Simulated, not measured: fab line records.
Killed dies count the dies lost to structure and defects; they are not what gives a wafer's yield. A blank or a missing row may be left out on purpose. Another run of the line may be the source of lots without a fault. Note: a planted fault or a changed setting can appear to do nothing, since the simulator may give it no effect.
Chamber matching :: flow gf180mcu :: 4 sister chambers for GF_V2_CMP_04 on cmp-01
The step polishes SiO2. 16 wafers are shown with their chamber, then 8 later ones without.

## EACH WAFER AND ITS CHAMBER
wafer: L110.1
chamber: 2
motor current A (A): 11.1
time to endpoint s (s): 71
platen rpm (rpm): 59.92

wafer: L110.4
chamber: 3
motor current A (A): 13.2
time to endpoint s (s): 82
platen rpm (rpm): 60.00

wafer: L110.6
chamber: 3
motor current A (A): 13.2
time to endpoint s (s): 80
platen rpm (rpm): 59.96

wafer: L113.1
chamber: 3
motor current A (A): 12.9
time to endpoint s (s): 81
platen rpm (rpm): 59.98

wafer: L113.2
chamber: 1
motor current A (A): 12.5
time to endpoint s (s): 79
platen rpm (rpm): 60.00

wafer: L113.4
chamber: 0
motor current A (A): 11.1
time to endpoint s (s): 81
platen rpm (rpm): 60.03

wafer: L114.1
chamber: 2
motor current A (A): 10.4
time to endpoint s (s): 72
platen rpm (rpm): 59.97

wafer: L114.3
chamber: 3
motor current A (A): 13.0
time to endpoint s (s): 85
platen rpm (rpm): 60.03

wafer: L114.6
chamber: 1
motor current A (A): 12.2
time to endpoint s (s): 82
platen rpm (rpm): 59.99

wafer: L124.1
chamber: 0
motor current A (A): 11.4
time to endpoint s (s): 75
platen rpm (rpm): 59.99

wafer: L124.2
chamber: 2
motor current A (A): 11.2
time to endpoint s (s): 73
platen rpm (rpm): 60.06

wafer: L124.6
chamber: 2
motor current A (A): 10.8
time to endpoint s (s): 73
platen rpm (rpm): 60.06

wafer: L125.2
chamber: 3
motor current A (A): 13.2
time to endpoint s (s): 80
platen rpm (rpm): 59.93

wafer: L125.3
chamber: 0
motor current A (A): 11.7
time to endpoint s (s): 81
platen rpm (rpm): 59.97

wafer: L125.4
chamber: 2
motor current A (A): 10.8
time to endpoint s (s): 81
platen rpm (rpm): 59.98

wafer: L128.3
chamber: 0
motor current A (A): 11.0
time to endpoint s (s): 87
platen rpm (rpm): 60.00

SIGNATURES (averages over the wafers above)
reading: motor current A
chamber 0: 11.300
chamber 1: 12.350
chamber 2: 10.860
chamber 3: 13.100
scatter within a chamber: 0.261

reading: time to endpoint s
chamber 0: 81.00
chamber 1: 80.50
chamber 2: 74.00
chamber 3: 81.60
scatter within a chamber: 3.63

reading: platen rpm
chamber 0: 59.9975
chamber 1: 59.9950
chamber 2: 59.9980
chamber 3: 59.9800
scatter within a chamber: 0.0434
Rule: for each reading, subtract the chamber's mean from the wafer's reading, divide by that reading's scatter and square the result; add these up over the readings and take the root, which gives the wafer's distance from the chamber. If the next closest chamber is less than 2 further off than the closest, the wafer can't be placed; otherwise it belongs to the closest. The scatter: take each reading less its chamber's mean, square it, sum over the shown wafers, divide by the number of wafers less the number of chambers, and take the root.

## WAFERS WHOSE CHAMBER IS MISSING
wafer: L128.5
motor current A (A): 13.4
time to endpoint s (s): 85
platen rpm (rpm): 60.06

wafer: L128.6
motor current A (A): 10.8
time to endpoint s (s): 95
platen rpm (rpm): 60.05

wafer: L129.3
motor current A (A): 12.8
time to endpoint s (s): 85
platen rpm (rpm): 60.03

wafer: L129.4
motor current A (A): 11.4
time to endpoint s (s): 88
platen rpm (rpm): 60.03

wafer: L129.6
motor current A (A): 10.8
time to endpoint s (s): 89
platen rpm (rpm): 60.01

wafer: L130.2
motor current A (A): 10.7
time to endpoint s (s): 76
platen rpm (rpm): 60.01

wafer: L130.3
motor current A (A): 10.9
time to endpoint s (s): 83
platen rpm (rpm): 60.02

wafer: L130.6
motor current A (A): 11.7
time to endpoint s (s): 87
platen rpm (rpm): 59.97

## WHICH CHAMBER EACH ONE RAN IN
wafer: L128.5
from the rows above: 3
in truth: 3

wafer: L128.6
from the rows above: can't be placed: 0 or 2
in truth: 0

wafer: L129.3
from the rows above: can't be placed: 3 or 1
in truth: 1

wafer: L129.4
from the rows above: 0
in truth: 0

wafer: L129.6
from the rows above: can't be placed: 0 or 2
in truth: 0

wafer: L130.2
from the rows above: can't be placed: 2 or 0
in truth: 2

wafer: L130.3
from the rows above: can't be placed: 0 or 2
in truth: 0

wafer: L130.6
from the rows above: can't be placed: 0 or 1
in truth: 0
Correct placement for 2 of the 8. Unplaceable from these rows: 6, with the true chamber sitting among the candidates in 6. Number placed wrongly: 0.
